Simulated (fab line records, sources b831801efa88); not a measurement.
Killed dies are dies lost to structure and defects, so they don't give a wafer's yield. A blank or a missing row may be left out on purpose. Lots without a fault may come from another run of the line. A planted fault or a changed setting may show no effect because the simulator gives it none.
Which tool did it? | flow sky130 | 11 lots, 33 wafers sampled, at 5 steps of a route of 708

WHAT THE GAUGES READ, wafer by wafer
SKY_VIA4_RS_MEAS_19: measures by four-point-probe.
lot  | measured     | on            | VIA4_W_RS (ohm/sq)
L919 | day 42 21:43 | film_metro-01 | 0.2233 0.2239 0.2203
L921 | day 43 09:32 | film_metro-04 | 0.2280 0.2299 0.2256
L922 | day 43 21:08 | film_metro-02 | 0.2264 0.2257 0.2257
L924 | day 44 11:31 | film_metro-02 | 0.2236 0.2255 0.2255
L926 | day 45 21:22 | film_metro-01 | 0.2213 0.2225 0.2228
L931 | day 46 07:47 | film_metro-01 | 0.2234 0.2248 0.2240
L932 | day 46 16:01 | film_metro-02 | 0.2264 0.2296 0.2233
L934 | day 47 01:32 | film_metro-02 | 0.2236 0.2242 0.2253
L935 | day 47 07:29 | film_metro-02 | 0.2297 0.2461 0.2281
L937 | day 47 13:50 | film_metro-02 | 0.2259 0.2271 0.2252
L938 | day 47 17:49 | film_metro-04 | 0.2461 0.2476 0.2284

WHICH TOOL RAN EACH LOT (tool, then ch and the chambers of the sampled wafers, then the start)
lot  | SKY_METAL4_SPUTTER_00        | SKY_METAL4_SPUTTER_04        | SKY_METAL4_ETCH_16                | SKY_VIA4_CVD_18
L919 | pvd_sputter-01, day 39 17:59 | pvd_sputter-01, day 39 18:05 | rie_metal-04 ch 1, day 41 19:46   | cvd_w-02 ch 0,1, day 42 21:32
L921 | pvd_sputter-04, day 40 08:37 | pvd_sputter-04, day 40 08:43 | rie_metal-02 ch 0, day 42 08:27   | cvd_w-01 ch 0,1, day 43 09:23
L922 | pvd_sputter-01, day 40 19:29 | pvd_sputter-01, day 40 19:35 | rie_metal-01 ch 0,1, day 42 19:52 | cvd_w-02 ch 0, day 43 20:59
L924 | pvd_sputter-01, day 41 12:17 | pvd_sputter-01, day 41 12:23 | rie_metal-04 ch 0,1, day 43 11:07 | cvd_w-01 ch 0,1, day 44 11:20
L926 | pvd_sputter-01, day 42 23:05 | pvd_sputter-01, day 42 23:11 | rie_metal-01 ch 0,1, day 44 21:34 | cvd_w-02 ch 0,1, day 45 21:13
L931 | pvd_sputter-01, day 43 09:41 | pvd_sputter-01, day 43 09:47 | rie_metal-04 ch 0,1, day 45 08:04 | cvd_w-01 ch 0,1, day 46 07:38
L932 | pvd_sputter-02, day 43 19:20 | pvd_sputter-02, day 43 19:27 | rie_metal-04 ch 0,1, day 45 16:55 | cvd_w-02 ch 0,1, day 46 15:50
L934 | pvd_sputter-01, day 44 05:53 | pvd_sputter-01, day 44 06:00 | rie_metal-04 ch 0,1, day 46 02:42 | cvd_w-01 ch 0,1, day 47 01:24
L935 | pvd_sputter-04, day 44 14:05 | pvd_sputter-04, day 44 14:12 | rie_metal-04 ch 0,1, day 46 09:21 | cvd_w-02 ch 0,1, day 47 07:21
L937 | pvd_sputter-04, day 44 19:59 | pvd_sputter-04, day 44 20:05 | rie_metal-02 ch 0,1, day 46 15:37 | cvd_w-01 ch 0,1, day 47 13:41
L938 | pvd_sputter-01, day 45 01:34 | pvd_sputter-01, day 45 01:40 | rie_metal-01 ch 0,1, day 46 20:23 | cvd_w-02 ch 0,1, day 47 17:38
- SKY_METAL4_SPUTTER_00: material Ti, target thk 15 nm, time 10 s.
- SKY_METAL4_SPUTTER_04: material TiN, target thk 70 nm, time 58.3 s.
- SKY_METAL4_ETCH_16: etches BARC in N2/H2, stops on SiO2, time 88.2 s, target depth 60 nm.
- SKY_VIA4_CVD_18: deposits W, target thk 505 nm, time 152.14 s.

THE ANSWER, worked out from the rows above alone
Rule: what is usual is taken from the lots themselves. Put in order of their means at a reading, lots are off if they are a third of the lots or fewer, leave a main group of 4 or more, and stand apart from it by a gap of 3 or more times the standard deviation of the main group's means; of several such gaps the widest counts. A main group whose means are all the same, to the digits that the tables above print for the reading, isn't used. A lot without any number at a reading at which 4 lots or more have one is off too. The other lots that the step has rows for count as sound.
Off: L935, L938, at SKY_VIA4_RS_MEAS_19 (VIA4_W_RS). The main group: mean 0.2249 ohm/sq, standard deviation 0.0017.
A tool fits if, at a process step before that reading, it ran every lot that is off, and no sound lot after the first of them. The gauges at SKY_VIA4_RS_MEAS_19 are tried like those tools. One fits: cvd_w-02 at SKY_VIA4_CVD_18. Its last sound lot is L932 (day 46 15:50), its first lot that is off L935 (day 47 07:21): a fault that began between those two fits.

WHAT THE SIMULATOR HAD PUT IN
Process parameter drift: cvd_w-02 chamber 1, from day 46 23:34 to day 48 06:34, at SKY_VIA4_CVD_18. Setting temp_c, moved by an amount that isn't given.
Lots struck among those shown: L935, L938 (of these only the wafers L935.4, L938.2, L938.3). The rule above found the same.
